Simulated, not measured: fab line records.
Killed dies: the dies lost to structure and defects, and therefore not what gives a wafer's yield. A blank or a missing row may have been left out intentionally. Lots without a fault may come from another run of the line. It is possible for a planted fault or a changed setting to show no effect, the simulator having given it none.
Matching of chambers || flow sky130 || 3 sister chambers for SKY_PASSIVATION_CVD_02 on pecvd-04
The step deposits Si3N4, target thk 540 nm. 22 wafers are shown with their chamber, then 11 later ones without.

## WAFERS, EACH WITH ITS CHAMBER
{"wafer": "L075.2", "chamber": 1, "heaterPowerW (W)": 602}
{"wafer": "L075.3", "chamber": 2, "heaterPowerW (W)": 477}
{"wafer": "L075.4", "chamber": 1, "heaterPowerW (W)": 625}
{"wafer": "L078.1", "chamber": 2, "heaterPowerW (W)": 525}
{"wafer": "L078.3", "chamber": 0, "heaterPowerW (W)": 853}
{"wafer": "L078.6", "chamber": 2, "heaterPowerW (W)": 559}
{"wafer": "L084.1", "chamber": 2, "heaterPowerW (W)": 540}
{"wafer": "L084.2", "chamber": 1, "heaterPowerW (W)": 656}
{"wafer": "L084.3", "chamber": 0, "heaterPowerW (W)": 873}
{"wafer": "L084.4", "chamber": 2, "heaterPowerW (W)": 545}
{"wafer": "L084.5", "chamber": 1, "heaterPowerW (W)": 533}
{"wafer": "L084.6", "chamber": 0, "heaterPowerW (W)": 731}
{"wafer": "L086.1", "chamber": 1, "heaterPowerW (W)": 611}
{"wafer": "L086.2", "chamber": 0, "heaterPowerW (W)": 813}
{"wafer": "L086.3", "chamber": 2, "heaterPowerW (W)": 471}
{"wafer": "L086.4", "chamber": 0, "heaterPowerW (W)": 822}
{"wafer": "L086.5", "chamber": 1, "heaterPowerW (W)": 640}
{"wafer": "L086.6", "chamber": 2, "heaterPowerW (W)": 506}
{"wafer": "L090.1", "chamber": 1, "heaterPowerW (W)": 656}
{"wafer": "L090.2", "chamber": 0, "heaterPowerW (W)": 828}
{"wafer": "L090.3", "chamber": 2, "heaterPowerW (W)": 546}
{"wafer": "L090.4", "chamber": 0, "heaterPowerW (W)": 866}

SIGNATURES (means of the wafers above)
{"reading": "heaterPowerW", "chamber 0": 826.57, "chamber 1": 617.57, "chamber 2": 521.12, "scatter within a chamber": 41.3}
Rule: a wafer's distance from a chamber is the root of the sum, over the readings, of the square of ((its reading less the chamber's mean) divided by the reading's scatter). If the next closest chamber is less than 2 further off than the closest, the wafer can't be placed; otherwise it belongs to the closest. The scatter is the square root of a quotient: the sum, over the shown wafers, of each reading's squared deviation from its chamber's mean, divided by wafers minus chambers.

## WAFERS WHOSE CHAMBER IS MISSING
{"wafer": "L090.5", "heaterPowerW (W)": 568}
{"wafer": "L090.6", "heaterPowerW (W)": 650}
{"wafer": "L094.3", "heaterPowerW (W)": 532}
{"wafer": "L094.4", "heaterPowerW (W)": 491}
{"wafer": "L094.6", "heaterPowerW (W)": 571}
{"wafer": "L095.1", "heaterPowerW (W)": 672}
{"wafer": "L095.2", "heaterPowerW (W)": 893}
{"wafer": "L095.3", "heaterPowerW (W)": 568}
{"wafer": "L095.4", "heaterPowerW (W)": 568}
{"wafer": "L095.5", "heaterPowerW (W)": 514}
{"wafer": "L095.6", "heaterPowerW (W)": 715}

## WHICH CHAMBER EACH WENT THROUGH
{"wafer": "L090.5", "from the rows above": "can't be placed: 2 or 1", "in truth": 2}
{"wafer": "L090.6", "from the rows above": 1, "in truth": 1}
{"wafer": "L094.3", "from the rows above": "can't be placed: 2 or 1", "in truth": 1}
{"wafer": "L094.4", "from the rows above": 2, "in truth": 2}
{"wafer": "L094.6", "from the rows above": "can't be placed: 1 or 2", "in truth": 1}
{"wafer": "L095.1", "from the rows above": 1, "in truth": 1}
{"wafer": "L095.2", "from the rows above": 0, "in truth": 0}
{"wafer": "L095.3", "from the rows above": "can't be placed: 2 or 1", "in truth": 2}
{"wafer": "L095.4", "from the rows above": "can't be placed: 2 or 1", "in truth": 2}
{"wafer": "L095.5", "from the rows above": 2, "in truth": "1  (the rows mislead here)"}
{"wafer": "L095.6", "from the rows above": "can't be placed: 1 or 0", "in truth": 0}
Correctly placed: 4 of 11. These rows do not allow placing 6 (true chamber among the candidates in 6). 1 placed wrongly.
